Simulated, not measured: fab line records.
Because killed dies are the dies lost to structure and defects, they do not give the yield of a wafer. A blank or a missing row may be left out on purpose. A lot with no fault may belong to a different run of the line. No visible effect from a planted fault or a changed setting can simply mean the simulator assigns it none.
Which of the tools did it? || flow gf180mcu || Sampling: 6 lots, 18 wafers, 3 of 602 route steps

== WHAT THE GAUGES READ, wafer by wafer ==
GF_VT_IMPLANT_OVL_MEAS_40.
{"lot": "L270", "measured": "day 8 07:25", "on": "overlay-02", "VT_IMPLANT_03_OVL (nm)": "-1.3 -1.2 -0.2"}
{"lot": "L273", "measured": "day 9 03:43", "on": "overlay-01", "VT_IMPLANT_03_OVL (nm)": "-0.2 0.0 -1.1"}
{"lot": "L275", "measured": "day 9 18:31", "on": "overlay-02", "VT_IMPLANT_03_OVL (nm)": "1.0 -0.3 1.2"}
{"lot": "L286", "measured": "day 12 22:34", "on": "overlay-02", "VT_IMPLANT_03_OVL (nm)": "-4.0 -2.5 -0.9"}
{"lot": "L288", "measured": "day 13 12:35", "on": "overlay-02", "VT_IMPLANT_03_OVL (nm)": "-0.9 -0.1 -0.7"}
{"lot": "L290", "measured": "day 14 02:27", "on": "overlay-02", "VT_IMPLANT_03_OVL (nm)": "-2.0 -0.6 -1.7"}

== WHAT TOOL EACH LOT RAN ON (gives the tool, then ch and the chambers of the sampled wafers, and finally the start) ==
{"lot": "L270", "GF_LVPWELL_STRIP_10": "plasmaAsher-03 ch 0,1, day 4 12:51", "GF_VT_IMPLANT_STRIP_31": "plasmaAsher-01 ch 0,1, day 7 15:08"}
{"lot": "L273", "GF_LVPWELL_STRIP_10": "plasmaAsher-01 ch 0,1, day 5 04:30", "GF_VT_IMPLANT_STRIP_31": "plasmaAsher-01 ch 0,1, day 8 10:44"}
{"lot": "L275", "GF_LVPWELL_STRIP_10": "plasmaAsher-01 ch 0,1, day 5 16:31", "GF_VT_IMPLANT_STRIP_31": "plasmaAsher-03 ch 0,1, day 9 00:50"}
{"lot": "L286", "GF_LVPWELL_STRIP_10": "plasmaAsher-03 ch 0,1, day 8 08:23", "GF_VT_IMPLANT_STRIP_31": "plasmaAsher-03 ch 1, day 12 03:30"}
{"lot": "L288", "GF_LVPWELL_STRIP_10": "plasmaAsher-03 ch 0,1, day 8 19:24", "GF_VT_IMPLANT_STRIP_31": "plasmaAsher-01 ch 0,1, day 12 16:29"}
{"lot": "L290", "GF_LVPWELL_STRIP_10": "plasmaAsher-01 ch 0,1, day 9 07:55", "GF_VT_IMPLANT_STRIP_31": "plasmaAsher-01 ch 0, day 13 06:33"}
- GF_LVPWELL_STRIP_10: strips in O2/N2.
- GF_VT_IMPLANT_STRIP_31: strips in O2/N2.

== THE ANSWER, worked out from the rows above alone ==
Rule: usual is defined by the lots themselves. Put in order of their means at a reading, lots are off if they are a third of the lots or fewer, leave a main group of 4 or more, and stand apart from it by a gap of 3 or more times the standard deviation of the main group's means; of several such gaps the widest counts. The tables above print the reading to a certain number of digits; a main group whose means all agree to those digits is not used. Also off: a lot with no number at a reading for which 4 or more lots have one. Any other lot the step has rows for is counted as sound.
No lot is off on any of the readings shown, so nothing can be concluded from this.

== WHAT THE SIMULATOR HAD PUT IN ==
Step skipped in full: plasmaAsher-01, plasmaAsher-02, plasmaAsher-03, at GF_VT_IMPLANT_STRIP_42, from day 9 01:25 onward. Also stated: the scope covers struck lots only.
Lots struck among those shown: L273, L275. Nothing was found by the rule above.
